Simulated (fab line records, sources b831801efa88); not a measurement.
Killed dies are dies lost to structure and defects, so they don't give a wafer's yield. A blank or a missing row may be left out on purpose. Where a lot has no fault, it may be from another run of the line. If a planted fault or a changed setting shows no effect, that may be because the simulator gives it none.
fab line records ; flow sky130
record lots=12; wafers=36; last-day=50
route steps=708 shown SD_P@359 RES_XHIGH@360 LI_CONTACT@374 CONTACT@406 PAD_OPEN@708
lots with no fault: from the same line, run without faults
start-h: hours from the record's opening day to when the first of the lot's shown wafers began ; wait-h: hours elapsed since this lot's preceding step ; " the same as in the row above ; L1.1+2: one row covering several wafers at once ; - value missing, or start not given ; * or withheld: withheld ; < > ~ a bound
route shown NAME@n: NAME is a module with steps in the file, n the number in the route of the first one ; usual: mean/standard deviation of fault-free wafers ; same: alike in all rows ; chamber/n: place in a boat ; sites: readings site by site ; _std_site: how widely they spread, as a standard deviation ; _edge_site: inner sites' mean taken away from outer sites' mean ; radius-mm: how far each site lies from the wafer's centre ; mask NAME#n: copy n ; behind: the most recent tool/chamber to have shaped the wafer ; hold: why the lot went on hold/how many hours it stayed there/how the hold came to an end ; device: transistor that didn't switch, given as n, p or np ; end of line: at the end of the route, the tests of the same wafers ; where a step has no rows: the recipe by itself ; killed: not the wafer's yield, but the dies lost to structure and defects at the first sort ; map: a wafer's dies, x killed, . not, _ none there
set.NAME: the setting the step ran with; set.NAME@STEP: the setting that earlier step ran with ; model.NAME: the simulator's own value behind a step, which no gauge read
steps of the route over a sample of lots; a table a step, a row a wafer
services: when a tool's chamber went out of use (start-h, in hours from the record's first day, below 0 if earlier), for how many hours, and the reason
## steps
# step SKY_SD_N_RS_MEAS_17
# recipe thk-meas-gauge=four-point-probe
# usual SD_P_RS=147.0/0.38
lot.wafer;tool;chamber;start-h;wait-h;SD_P_RS[ohm/sq]
L350.1;film-metro-04;-;660.47;0.1;146.9
L350.5;film-metro-04;-;660.47;0.1;146.8
L350.6;film-metro-04;-;660.47;0.1;147.0
L352.4;film-metro-04;-;694.46;0.1;146.9
L352.5;film-metro-04;-;694.46;0.1;146.8
L352.6;film-metro-04;-;694.46;0.1;146.8
L354.1;film-metro-04;-;713.40;0.1;147.1
L354.3;film-metro-04;-;713.40;0.1;146.8
L354.5;film-metro-04;-;713.40;0.1;147.4
L353.1;film-metro-04;-;714.92;0.1;146.9
L353.2;film-metro-04;-;714.92;0.1;146.8
L353.6;film-metro-04;-;714.92;0.1;147.1
L356.1;film-metro-02;-;725.75;0.1;147.4
L356.3;film-metro-02;-;725.75;0.1;147.4
L356.6;film-metro-02;-;725.75;0.1;147.3
L357.1;film-metro-02;-;730.40;0.1;147.1
L357.5;film-metro-02;-;730.40;0.1;146.7
L357.6;film-metro-02;-;730.40;0.1;146.8
L355.1;film-metro-02;-;733.08;0.1;146.4
L355.2;film-metro-02;-;733.08;0.1;146.2
L355.4;film-metro-02;-;733.08;0.1;146.9
L360.1;film-metro-02;-;752.78;0.1;147.2
L360.3;film-metro-02;-;752.78;0.1;146.8
L360.5;film-metro-02;-;752.78;0.1;146.6
L364.1;film-metro-01;-;783.07;0.1;147.2
L364.2;film-metro-01;-;783.07;0.1;147.4
L364.4;film-metro-01;-;783.07;0.1;147.0
L368.1;film-metro-02;-;803.75;0.1;147.5
L368.2;film-metro-02;-;803.75;0.1;147.1
L368.3;film-metro-02;-;803.75;0.1;147.4
L369.1;film-metro-04;-;812.17;0.1;147.0
L369.4;film-metro-04;-;812.17;0.1;147.3
L369.5;film-metro-04;-;812.17;0.1;147.0
L370.2;film-metro-01;-;820.51;0.1;147.4
L370.4;film-metro-01;-;820.51;0.1;147.6
L370.5;film-metro-01;-;820.51;0.1;147.6
# step SKY_SD_N_RS_MEAS_18
# recipe thk-meas-gauge=four-point-probe
# usual RES_XHIGH_RS=333.7/1.1
lot.wafer;tool;chamber;start-h;wait-h;RES_XHIGH_RS[ohm/sq]
L350.1;film-metro-04;-;660.59;0.1;333.7
L350.5;film-metro-04;-;660.59;0.1;333.2
L350.6;film-metro-04;-;660.59;0.1;332.6
L352.4;film-metro-04;-;694.58;0.1;333.6
L352.5;film-metro-04;-;694.58;0.1;334.1
L352.6;film-metro-04;-;694.58;0.1;333.4
L354.1;film-metro-04;-;713.52;0.1;334.7
L354.3;film-metro-04;-;713.52;0.1;335.0
L354.5;film-metro-04;-;713.52;0.1;333.6
L353.1;film-metro-04;-;715.04;0.1;333.6
L353.2;film-metro-04;-;715.04;0.1;333.2
L353.6;film-metro-04;-;715.04;0.1;333.3
L356.1;film-metro-02;-;725.87;0.1;334.2
L356.3;film-metro-02;-;725.87;0.1;333.1
L356.6;film-metro-02;-;725.87;0.1;332.6
L357.1;film-metro-02;-;730.52;0.1;333.5
L357.5;film-metro-02;-;730.52;0.1;334.3
L357.6;film-metro-02;-;730.52;0.1;332.9
L355.1;film-metro-02;-;733.20;0.1;333.7
L355.2;film-metro-02;-;733.20;0.1;333.4
L355.4;film-metro-02;-;733.20;0.1;333.3
L360.1;film-metro-02;-;752.90;0.1;333.6
L360.3;film-metro-02;-;752.90;0.1;334.4
L360.5;film-metro-02;-;752.90;0.1;332.7
L364.1;film-metro-01;-;783.19;0.1;333.0
L364.2;film-metro-01;-;783.19;0.1;333.2
L364.4;film-metro-01;-;783.19;0.1;333.7
L368.1;film-metro-02;-;803.87;0.1;334.4
L368.2;film-metro-02;-;803.87;0.1;332.9
L368.3;film-metro-02;-;803.87;0.1;332.7
L369.1;film-metro-04;-;812.29;0.1;333.5
L369.4;film-metro-04;-;812.29;0.1;332.9
L369.5;film-metro-04;-;812.29;0.1;333.4
L370.2;film-metro-01;-;820.63;0.1;334.3
L370.4;film-metro-01;-;820.63;0.1;334.5
L370.5;film-metro-01;-;820.63;0.1;334.4
# step SKY_LI_CONTACT_CD_MEAS_12
# recipe target-cd-nm=170
# usual cd-nm=170.2/1.6
lot.wafer;tool;chamber;start-h;wait-h;cd-nm
L350.1;cd-sem-01;-;689.41;-;168.0
L350.5;cd-sem-01;-;689.41;-;168.8
L350.6;cd-sem-01;-;689.41;-;168.4
L352.4;cd-sem-01;-;721.97;-;171.6
L352.5;cd-sem-01;-;721.97;-;171.4
L352.6;cd-sem-01;-;721.97;-;171.2
L354.1;cd-sem-02;-;740.64;-;171.6
L354.3;cd-sem-02;-;740.64;-;170.5
L354.5;cd-sem-02;-;740.64;-;170.7
L353.1;cd-sem-01;-;743.27;-;170.8
L353.2;cd-sem-01;-;743.27;-;168.8
L353.6;cd-sem-01;-;743.27;-;170.7
L356.1;cd-sem-02;-;753.56;-;170.7
L356.3;cd-sem-02;-;753.56;-;170.7
L356.6;cd-sem-02;-;753.56;-;170.1
L357.1;cd-sem-02;-;757.97;-;173.1
L357.5;cd-sem-02;-;757.97;-;172.3
L357.6;cd-sem-02;-;757.97;-;174.4
L355.1;cd-sem-01;-;761.52;-;169.0
L355.2;cd-sem-01;-;761.52;-;171.2
L355.4;cd-sem-01;-;761.52;-;169.2
L360.1;cd-sem-01;-;781.02;-;171.7
L360.3;cd-sem-01;-;781.02;-;171.0
L360.5;cd-sem-01;-;781.02;-;171.0
L364.1;cd-sem-02;-;810.42;-;170.0
L364.2;cd-sem-02;-;810.42;-;170.7
L364.4;cd-sem-02;-;810.42;-;170.0
L368.1;cd-sem-02;-;831.54;-;167.0
L368.2;cd-sem-02;-;831.54;-;167.7
L368.3;cd-sem-02;-;831.54;-;168.2
L369.1;cd-sem-02;-;839.11;-;167.5
L369.4;cd-sem-02;-;839.11;-;166.0
L369.5;cd-sem-02;-;839.11;-;165.9
L370.2;cd-sem-02;-;846.83;-;172.0
L370.4;cd-sem-02;-;846.83;-;169.5
L370.5;cd-sem-02;-;846.83;-;170.7
# step SKY_CONTACT_CVD_00
# recipe material=Si3N4; target-thk-nm=75; temp-c=400; time-s=withheld; rf-w=450
# usual heater-power-outer-w=432/62; heater-power-w=721/92
lot.wafer;tool;chamber;start-h;wait-h;heater-power-outer-w;heater-power-w
L350.1;pecvd-01;0;720.16;0.0;325;630
L350.5;pecvd-01;2;720.16;0.0;470;748
L350.6;pecvd-01;1;720.16;0.0;421;656
L352.4;pecvd-04;1;752.11;0.0;399;668
L352.5;pecvd-04;2;752.11;0.0;387;586
L352.6;pecvd-04;0;752.11;0.0;412;697
L354.1;pecvd-04;0;769.61;0.0;509;852
L354.3;pecvd-04;2;769.61;0.0;398;598
L354.5;pecvd-04;1;769.61;0.0;395;683
L353.1;pecvd-03;2;773.49;0.0;500;893
L353.2;pecvd-03;1;773.49;0.0;460;792
L353.6;pecvd-03;2;773.49;0.0;493;864
L356.1;pecvd-04;0;783.15;0.0;494;813
L356.3;pecvd-04;2;783.15;0.0;454;681
L356.6;pecvd-04;2;783.15;0.0;444;656
L357.1;pecvd-03;2;787.30;0.0;446;795
L357.5;pecvd-03;1;787.30;0.0;432;742
L357.6;pecvd-03;2;787.30;0.0;452;820
L355.1;pecvd-04;0;789.95;0.0;501;804
L355.2;pecvd-04;1;789.95;0.0;320;574
L355.4;pecvd-04;0;789.95;0.0;502;810
L360.1;pecvd-04;0;809.81;0.0;511;812
L360.3;pecvd-04;1;809.81;0.0;398;684
L360.5;pecvd-04;2;809.81;0.0;430;632
L364.1;pecvd-03;2;838.88;0.0;532;929
L364.2;pecvd-03;0;838.88;0.0;421;717
L364.4;pecvd-03;0;838.88;0.0;420;720
L368.1;pecvd-01;1;860.00;0.0;491;739
L368.2;pecvd-01;2;860.00;0.0;464;750
L368.3;pecvd-01;0;860.00;0.0;350;655
L369.1;pecvd-03;1;867.10;0.0;377;669
L369.4;pecvd-03;1;867.10;0.0;387;691
L369.5;pecvd-03;2;867.10;0.0;519;913
L370.2;pecvd-01;2;875.34;0.0;471;776
L370.4;pecvd-01;1;875.34;0.0;449;702
L370.5;pecvd-01;2;875.34;0.0;493;766
# step SKY_CONTACT_THK_MEAS_01
# recipe reads=Si3N4_of_CONTACT_CVD_00
# usual CONTACT_CVD_00_THK=75.0/0.92
lot.wafer;tool;chamber;start-h;wait-h;CONTACT_CVD_00_THK[nm]
L350.1;film-metro-03;-;720.20;-;75.0
L350.5;film-metro-03;-;720.20;-;74.5
L350.6;film-metro-03;-;720.20;-;75.6
L352.4;film-metro-01;-;752.16;-;75.7
L352.5;film-metro-01;-;752.16;-;76.4
L352.6;film-metro-01;-;752.16;-;74.8
L354.1;film-metro-04;-;769.64;-;73.5
L354.3;film-metro-04;-;769.64;-;74.7
L354.5;film-metro-04;-;769.64;-;75.1
L353.1;film-metro-04;-;773.52;-;75.2
L353.2;film-metro-04;-;773.52;-;75.9
L353.6;film-metro-04;-;773.52;-;77.1
L356.1;film-metro-04;-;783.18;-;74.9
L356.3;film-metro-04;-;783.18;-;74.8
L356.6;film-metro-04;-;783.18;-;75.4
L357.1;film-metro-03;-;787.33;-;74.8
L357.5;film-metro-03;-;787.33;-;76.4
L357.6;film-metro-03;-;787.33;-;75.7
L355.1;film-metro-03;-;789.98;-;108.9
L355.2;film-metro-03;-;789.98;-;109.4
L355.4;film-metro-03;-;789.98;-;109.9
L360.1;film-metro-01;-;809.84;-;108.9
L360.3;film-metro-01;-;809.84;-;107.5
L360.5;film-metro-01;-;809.84;-;111.0
L364.1;film-metro-01;-;838.93;-;74.0
L364.2;film-metro-01;-;838.93;-;74.3
L364.4;film-metro-01;-;838.93;-;75.4
L368.1;film-metro-03;-;860.03;-;74.4
L368.2;film-metro-03;-;860.03;-;74.4
L368.3;film-metro-03;-;860.03;-;74.5
L369.1;film-metro-01;-;867.14;-;74.5
L369.4;film-metro-01;-;867.14;-;75.8
L369.5;film-metro-01;-;867.14;-;76.0
L370.2;film-metro-01;-;875.39;-;74.1
L370.4;film-metro-01;-;875.39;-;75.1
L370.5;film-metro-01;-;875.39;-;74.8
# step SKY_CONTACT_ETCH_18
# recipe target=Si3N4; chemistry=CHF3/O2; stop-on=TiN; source-w=600; bias-w=200; pressure-mtorr=40; chf3-flow-sccm=50; O2_flow_sccm=5; time-s=39; target-depth-a=750
# usual drypump-motor-current-A=5.8/0.33; oes-product-au=0.855/0.0081; throttle-valve-pct=8.793/0.0086
lot.wafer;tool;chamber;start-h;wait-h;drypump-motor-current-A;oes-product-au;rf-hours-counter-h;throttle-valve-pct
L350.1;rie-diel-04;2;-;-;6.1;0.853;11;8.796
L350.5;rie-diel-04;3;-;-;5.1;0.852;-;8.784
L350.6;rie-diel-04;2;-;-;6.1;0.854;-;8.789
L352.4;rie-diel-03;2;-;-;5.7;0.866;11;8.795
L352.5;rie-diel-03;2;-;-;5.7;0.865;-;8.801
L352.6;rie-diel-03;3;-;-;5.7;0.858;-;8.790
L354.1;rie-diel-01;1;-;-;5.8;0.857;14;8.789
L354.3;rie-diel-01;3;-;-;5.6;0.853;6;8.786
L354.5;rie-diel-01;2;-;-;6.0;0.859;-;8.789
L353.1;rie-diel-03;2;-;-;5.7;0.858;12;8.799
L353.2;rie-diel-03;0;-;-;6.2;0.857;7;8.796
L353.6;rie-diel-03;2;-;-;5.7;0.866;-;8.798
L356.1;rie-diel-03;0;-;-;6.2;0.846;7;8.777
L356.3;rie-diel-03;3;-;-;5.7;0.855;15;8.792
L356.6;rie-diel-03;1;-;-;6.2;0.859;-;8.774
L357.1;rie-diel-01;2;-;-;6.0;0.857;12;8.792
L357.5;rie-diel-01;2;-;-;6.0;0.862;-;8.784
L357.6;rie-diel-01;3;-;-;5.6;0.869;-;8.784
L355.1;rie-diel-01;0;-;-;5.7;1.008;4;8.819
L355.2;rie-diel-01;2;-;-;6.0;1.003;12;8.838
L355.4;rie-diel-01;3;-;-;5.6;1.015;7;8.834
L360.1;rie-diel-01;0;-;-;5.7;0.999;5;8.815
L360.3;rie-diel-01;3;-;-;5.6;1.010;7;8.841
L360.5;rie-diel-01;3;-;-;5.6;1.010;-;8.847
L364.1;rie-diel-04;0;-;-;5.0;0.843;8;8.785
L364.2;rie-diel-04;2;-;-;6.1;0.849;14;8.800
L364.4;rie-diel-04;3;-;-;5.0;0.853;17;8.793
L368.1;rie-diel-01;3;-;-;5.6;0.858;9;8.789
L368.2;rie-diel-01;2;-;-;6.0;0.850;15;8.792
L368.3;rie-diel-01;0;-;-;5.7;0.854;6;8.801
L369.1;rie-diel-03;0;-;-;6.2;0.858;9;8.792
L369.4;rie-diel-03;2;-;-;5.7;0.860;15;8.787
L369.5;rie-diel-03;1;-;-;6.2;0.862;-;8.797
L370.2;rie-diel-04;2;-;-;6.1;0.844;15;8.781
L370.4;rie-diel-04;3;-;-;5.1;0.858;18;8.782
L370.5;rie-diel-04;0;-;-;5.0;0.850;-;8.802
# step SKY_PAD_OPEN_PROBE_99
# usual killed_at_M0_to_M3=44/6; killed_at_M4_up=3.3/2.1; killed-at-contacts=25/5.5; killed-at-front-end=15/4.3; killed-at-other=0.2/0.41; killed-dies=88/9.1; killed-on-rim=17/4; killed-open=48/6.6; killed-short=39/6.7
# same gross-dies=492; killed-at-back-side=0
lot.wafer;tool;chamber;start-h;wait-h;killed_at_M0_to_M3;killed_at_M4_up;killed-at-contacts;killed-at-front-end;killed-at-other;killed-dies;killed-on-rim;killed-open;killed-short
L356.1;prober-01;-;1134.04;0.1;41;1;31;21;0;94;13;60;34
L356.3;prober-01;-;1134.14;0.2;44;6;35;13;0;98;23;63;35
L356.6;prober-01;-;1134.29;0.2;47;7;29;15;2;100;25;46;52
L355.1;prober-01;-;1135.88;0.1;49;5;424;14;0;492;96;44;47
L355.2;prober-01;-;1135.93;0.1;53;5;416;18;0;492;96;55;43
L355.4;prober-01;-;1136.03;0.2;55;2;421;14;0;492;96;45;51
L360.1;prober-02;-;1153.32;0.1;43;1;436;12;0;492;96;41;40
L360.3;prober-02;-;1153.42;0.2;55;7;417;13;0;492;96;56;41
L360.5;prober-02;-;1153.52;0.2;41;4;423;24;0;492;96;47;39
L370.2;prober-02;-;1194.26;0.1;47;6;24;17;1;95;22;48;47
L370.4;prober-02;-;1194.36;0.2;39;7;29;13;1;89;19;48;41
L370.5;prober-02;-;1194.41;0.2;44;5;21;21;0;91;20;45;46
# killed by level:class
L356.1 LI_CONTACT:geometric-particle:open=13 VIA1:geometric-particle:open=11 CONTACT:geometric-particle:open=10 VIA3:geometric-particle:open=8 FIELD_ISO:geometric-particle:short=6 VIA2:geometric-particle:open=5 METAL2:geometric-particle:short=4 POLY_GATE:geometric-particle:open=4
L356.3 VIA1:geometric-particle:open=21 CONTACT:geometric-particle:open=12 LI_CONTACT:geometric-particle:open=10 CONTACT:geometric-particle:short=5 VIA2:geometric-particle:open=5 POLY_GATE:geometric-particle:short=4 LI_CONTACT:geometric-particle:short=4 METAL1:geometric-particle:short=4
L356.6 VIA1:geometric-particle:open=10 CONTACT:geometric-particle:open=9 CONTACT:geometric-particle:short=8 METAL2:geometric-particle:short=8 VIA2:geometric-particle:open=7 VIA1:geometric-particle:short=7 METAL4:geometric-particle:short=6 FIELD_ISO:geometric-particle:open=4
L355.1 CONTACT:area-etch=401 CONTACT:geometric-particle:short=11 VIA1:geometric-particle:open=9 METAL1:geometric-particle:short=7 METAL2:geometric-particle:short=7 CONTACT:geometric-particle:open=6 VIA3:geometric-particle:open=5 VIA2:geometric-particle:open=5
L355.2 CONTACT:area-etch=394 VIA1:geometric-particle:open=11 VIA3:geometric-particle:open=8 CONTACT:geometric-particle:open=7 VIA2:geometric-particle:open=7 METAL1:geometric-particle:short=6 VIA2:geometric-particle:short=6 LI_CONTACT:geometric-particle:open=5
L355.4 CONTACT:area-etch=395 CONTACT:geometric-particle:open=11 METAL2:geometric-particle:short=10 VIA1:geometric-particle:open=9 METAL1:geometric-particle:short=8 POLY_GATE:geometric-particle:short=6 CONTACT:geometric-particle:short=6 VIA1:geometric-particle:short=6
L360.1 CONTACT:area-etch=411 CONTACT:geometric-particle:open=10 VIA1:geometric-particle:open=8 VIA1:geometric-particle:short=8 VIA3:geometric-particle:open=7 LI_CONTACT:geometric-particle:short=5 CONTACT:geometric-particle:short=5 METAL2:geometric-particle:short=5
L360.3 CONTACT:area-etch=395 VIA1:geometric-particle:open=12 VIA2:geometric-particle:open=11 CONTACT:geometric-particle:open=9 POLY_GATE:geometric-particle:open=7 METAL2:geometric-particle:short=7 METAL1:geometric-particle:short=6 VIA3:geometric-particle:short=6
L360.5 CONTACT:area-etch=406 VIA2:geometric-particle:open=9 FIELD_ISO:geometric-particle:short=8 CONTACT:geometric-particle:open=7 VIA1:geometric-particle:open=6 LI_CONTACT:geometric-particle:open=6 FIELD_ISO:geometric-particle:open=5 POLY_GATE:geometric-particle:short=5
L370.2 METAL1:geometric-particle:short=10 VIA1:geometric-particle:open=10 LI_CONTACT:geometric-particle:open=7 CONTACT:geometric-particle:open=7 VIA3:geometric-particle:open=7 POLY_GATE:geometric-particle:short=5 CONTACT:geometric-particle:short=5 VIA2:geometric-particle:short=5
L370.4 CONTACT:geometric-particle:open=9 VIA3:geometric-particle:open=8 LI_CONTACT:geometric-particle:open=7 LOCAL_INTERCONNECT:geometric-particle:short=7 FIELD_ISO:geometric-particle:open=6 VIA1:geometric-particle:open=5 VIA2:geometric-particle:short=5 CONTACT:geometric-particle:short=4
L370.5 VIA1:geometric-particle:open=16 CONTACT:geometric-particle:open=8 FIELD_ISO:geometric-particle:open=7 VIA1:geometric-particle:short=6 POLY_GATE:geometric-particle:short=5 METAL2:geometric-particle:short=5 FIELD_ISO:geometric-particle:short=4 METAL1:geometric-particle:short=4
## services
tool;chamber;start-h;hours;kind
rie-diel-03;-;708.13;0.3;repair
pecvd-03;-;720.85;5.5;pm
rie-diel-01;2;721.83;3.8;repair
pecvd-03;-;726.31;6.0;pm
pecvd-04;2;730.78;10.2;repair
pecvd-04;-;742.95;1.5;repair
pecvd-03;2;753.81;6.2;repair
pecvd-04;-;759.86;3.4;repair
pecvd-01;-;761.62;0.4;repair
pecvd-03;1;778.91;5.5;scheduled-down
pecvd-03;-;810.31;28.1;pm
pecvd-04;1;818.12;-;clean
pecvd-04;1;818.12;-;consumable-replace:showerhead
pecvd-04;1;818.12;29.0;scheduled-down
pecvd-04;1;818.12;29.0;vent-cycle
rie-diel-03;-;827.23;15.6;pm
rie-diel-03;1;853.16;3.9;repair
pecvd-01;-;861.92;2.8;pm
rie-diel-04;0;870.78;6.5;repair
pecvd-03;-;881.80;2.8;pm
rie-diel-04;3;886.05;5.5;repair
rie-diel-01;3;890.51;11.8;repair
pecvd-04;-;900.93;0.5;repair
pecvd-01;-;902.08;0.9;repair
## key
first-sign step=SKY_CONTACT_THK_MEAS_01; reading=CONTACT_CVD_00_THK; direction=up; sigmas=37; usual=75.0; struck=109.3
effect step=SKY_CONTACT_ETCH_18; reading=oes-product-au; direction=up; sigmas=19; usual=0.855; struck=1.007
effect step=SKY_PAD_OPEN_PROBE_99; reading=killed-at-contacts; direction=up; sigmas=72; usual=25; struck=423
more-kills-born-at SKY_CONTACT_ETCH_18@rie-diel-01=2402
met-at SKY_CONTACT_CVD_00
struck-lots L355,L360
later-rows-left-out L355.1,L355.2,L355.4,L360.1,L360.3,L360.5
tester-left-out L355,L360
not-acting-at SKY_SD_N_RS_MEAS_17,SKY_SD_N_RS_MEAS_18,SKY_LI_CONTACT_CD_MEAS_12
onset-between 783.15 789.95
fault kind=process-parameter-drift; tool=pecvd-04; chamber=-; onset-h=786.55; steps=SKY_CONTACT_CVD_00; channel=target-thk-nm; offset=34.642; shape=step; end-h=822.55; acts-in=these-recipes-only; stated=75
# tester-left-out: of these lots the tester's yield and bins aren't shown, on N5 and GAA mostly nor the transistor test; their killed dies are dies lost to structure and defects alone, not to doping, threshold or leakage, so they don't give the yield
# later-rows-left-out: the simulator's readings of these wafers behind a module that went badly wrong aren't trusted and aren't shown, but for the sort
